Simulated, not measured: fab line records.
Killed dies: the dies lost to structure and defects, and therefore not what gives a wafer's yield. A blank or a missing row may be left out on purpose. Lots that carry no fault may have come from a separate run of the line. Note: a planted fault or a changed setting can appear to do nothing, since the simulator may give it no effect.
Chamber matching :: flow sky130 :: rieDiel-04 running SKY_POLY_GATE_ETCH_15: 4 sister chambers
The step etches BARC in N2/H2, stops on SiO2, time 118.5 s, target depth 110 nm. 16 wafers are shown with their chamber, then 8 later ones without.

== WAFERS PAIRED WITH THEIR CHAMBERS ==
wafer: L519.3
chamber: 0
chamberPressureMTorr (mTorr): 30.000
oesProductAu (a.u.): 0.717
throttleValvePct (%): 13.199

wafer: L519.4
chamber: 2
chamberPressureMTorr (mTorr): 30.014
oesProductAu (a.u.): 0.714
throttleValvePct (%): 13.199

wafer: L519.5
chamber: 0
chamberPressureMTorr (mTorr): 29.988
oesProductAu (a.u.): 0.717
throttleValvePct (%): 13.225

wafer: L521.1
chamber: 1
chamberPressureMTorr (mTorr): 29.994
oesProductAu (a.u.): 0.721
throttleValvePct (%): 13.207

wafer: L521.4
chamber: 1
chamberPressureMTorr (mTorr): 29.937
oesProductAu (a.u.): 0.722
throttleValvePct (%): 13.205

wafer: L521.6
chamber: 0
chamberPressureMTorr (mTorr): 30.011
oesProductAu (a.u.): 0.728
throttleValvePct (%): 13.227

wafer: L522.1
chamber: 3
chamberPressureMTorr (mTorr): 30.005
oesProductAu (a.u.): 0.724
throttleValvePct (%): 13.205

wafer: L522.3
chamber: 0
chamberPressureMTorr (mTorr): 29.972
oesProductAu (a.u.): 0.721
throttleValvePct (%): 13.219

wafer: L522.5
chamber: 1
chamberPressureMTorr (mTorr): 30.002
oesProductAu (a.u.): 0.720
throttleValvePct (%): 13.227

wafer: L523.1
chamber: 2
chamberPressureMTorr (mTorr): 30.029
oesProductAu (a.u.): 0.720
throttleValvePct (%): 13.220

wafer: L523.2
chamber: 3
chamberPressureMTorr (mTorr): 30.018
oesProductAu (a.u.): 0.720
throttleValvePct (%): 13.218

wafer: L523.3
chamber: 1
chamberPressureMTorr (mTorr): 30.017
oesProductAu (a.u.): 0.715
throttleValvePct (%): 13.217

wafer: L524.1
chamber: 1
chamberPressureMTorr (mTorr): 29.962
oesProductAu (a.u.): 0.718
throttleValvePct (%): 13.214

wafer: L524.2
chamber: 2
chamberPressureMTorr (mTorr): 29.996
oesProductAu (a.u.): 0.722
throttleValvePct (%): 13.204

wafer: L524.3
chamber: 3
chamberPressureMTorr (mTorr): 30.005
oesProductAu (a.u.): 0.725
throttleValvePct (%): 13.213

wafer: L525.1
chamber: 2
chamberPressureMTorr (mTorr): 30.028
oesProductAu (a.u.): 0.719
throttleValvePct (%): 13.211

SIGNATURES, as means of the wafers listed above
reading: chamberPressureMTorr
chamber 0: 29.99275
chamber 1: 29.98240
chamber 2: 30.01675
chamber 3: 30.00933
scatter within a chamber: 0.0221

reading: oesProductAu
chamber 0: 0.72075
chamber 1: 0.71920
chamber 2: 0.71875
chamber 3: 0.72300
scatter within a chamber: 0.00365

reading: throttleValvePct
chamber 0: 13.21750
chamber 1: 13.21400
chamber 2: 13.20850
chamber 3: 13.21200
scatter within a chamber: 0.00972
Rule: distance of a wafer from a chamber = root of the sum over the readings of ((wafer's reading minus chamber's mean) / reading's scatter) squared. If the next closest chamber is less than 2 further off than the closest, the wafer can't be placed; otherwise it belongs to the closest. The scatter: take each reading less its chamber's mean, square it, sum over the shown wafers, divide by the number of wafers less the number of chambers, and take the root.

== WAFERS MISSING THEIR CHAMBER ==
wafer: L525.4
chamberPressureMTorr (mTorr): 29.994
oesProductAu (a.u.): 0.716
throttleValvePct (%): 13.200

wafer: L525.6
chamberPressureMTorr (mTorr): 30.014
oesProductAu (a.u.): 0.727
throttleValvePct (%): 13.202

wafer: L534.1
chamberPressureMTorr (mTorr): 30.018
oesProductAu (a.u.): 0.719
throttleValvePct (%): 13.210

wafer: L534.5
chamberPressureMTorr (mTorr): 30.023
oesProductAu (a.u.): 0.722
throttleValvePct (%): 13.226

wafer: L534.6
chamberPressureMTorr (mTorr): 30.065
oesProductAu (a.u.): 0.721
throttleValvePct (%): 13.216

wafer: L535.2
chamberPressureMTorr (mTorr): 29.997
oesProductAu (a.u.): 0.717
throttleValvePct (%): 13.214

wafer: L535.3
chamberPressureMTorr (mTorr): 30.002
oesProductAu (a.u.): 0.722
throttleValvePct (%): 13.224

wafer: L535.5
chamberPressureMTorr (mTorr): 30.019
oesProductAu (a.u.): 0.717
throttleValvePct (%): 13.225

== WHICH CHAMBER EACH ONE RAN IN ==
wafer: L525.4
from the rows above: can't be placed: 2 or 1 or 0 or 3
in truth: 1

wafer: L525.6
from the rows above: can't be placed: 3 or 2 or 0 or 1
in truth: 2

wafer: L534.1
from the rows above: can't be placed: 2 or 3 or 0 or 1
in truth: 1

wafer: L534.5
from the rows above: can't be placed: 3 or 0 or 2 or 1
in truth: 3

wafer: L534.6
from the rows above: can't be placed: 2 or 3 or 0 or 1
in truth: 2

wafer: L535.2
from the rows above: can't be placed: 1 or 0 or 2 or 3
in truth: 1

wafer: L535.3
from the rows above: can't be placed: 0 or 3 or 1 or 2
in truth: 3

wafer: L535.5
from the rows above: can't be placed: 0 or 2 or 1 or 3
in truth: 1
0 of 8 placed correctly. From these rows, 8 cannot be placed; in 8 the true chamber is one of the candidates. Number placed wrongly: 0.
